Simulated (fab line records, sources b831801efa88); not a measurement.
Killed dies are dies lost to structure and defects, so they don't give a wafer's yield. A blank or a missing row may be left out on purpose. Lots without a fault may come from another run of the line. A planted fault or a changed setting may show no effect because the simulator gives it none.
Chamber matching | flow sky130 | SKY_LI_CONTACT_ETCH_15 on rie_diel-02: 4 sister chambers
The step etches PSG in C4F8/O2/Ar, stops on Si, target depth 600 nm. 4 wafers are shown with their chamber, then 8 later ones without.

WAFERS WITH THEIR CHAMBER
wafer  | chamber | oes_product_au (a.u.)
L080.1 | 3       | 0.841
L093.4 | 2       | 0.838
L093.6 | 1       | 0.836
L095.1 | 0       | 0.838

WAFERS WITHOUT THEIR CHAMBER
wafer  | oes_product_au (a.u.)
L095.3 | 0.835
L095.6 | 0.834
L096.1 | 0.833
L096.2 | 0.841
L096.5 | 0.831
L097.3 | 0.834
L097.5 | 0.837
L097.6 | 0.836

WHICH CHAMBER EACH WENT THROUGH
wafer  | from the rows above               | in truth
L095.3 | can't be placed: 1 or 0 or 2      | 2
L095.6 | can't be placed: 1 or 0 or 2      | 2
L096.1 | can't be placed: 1 or 0 or 2      | 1
L096.2 | can't be placed: 3 or 0 or 2      | 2
L096.5 | can't be placed: 1 or 0 or 2      | 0
L097.3 | can't be placed: 1 or 0 or 2      | 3
L097.5 | can't be placed: 0 or 1 or 2 or 3 | 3
L097.6 | can't be placed: 1 or 0 or 2      | 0
Placed correctly: 0 of 8. Can't be placed from these rows: 8 (the true chamber is among the candidates in 7). Placed wrongly: 0.
How it was worked out, from the rows above alone: a wafer's distance from a chamber is the root of the sum, over the readings, of the square of ((its reading less the chamber's mean) divided by the reading's scatter). The wafer belongs to the nearest chamber; if the next one is less than 2 further off, it can't be placed. A chamber's mean is the mean of its shown wafers. The scatter: with one shown wafer a chamber, the root of the mean of the squares of how far each hidden wafer lies from its nearest shown one.
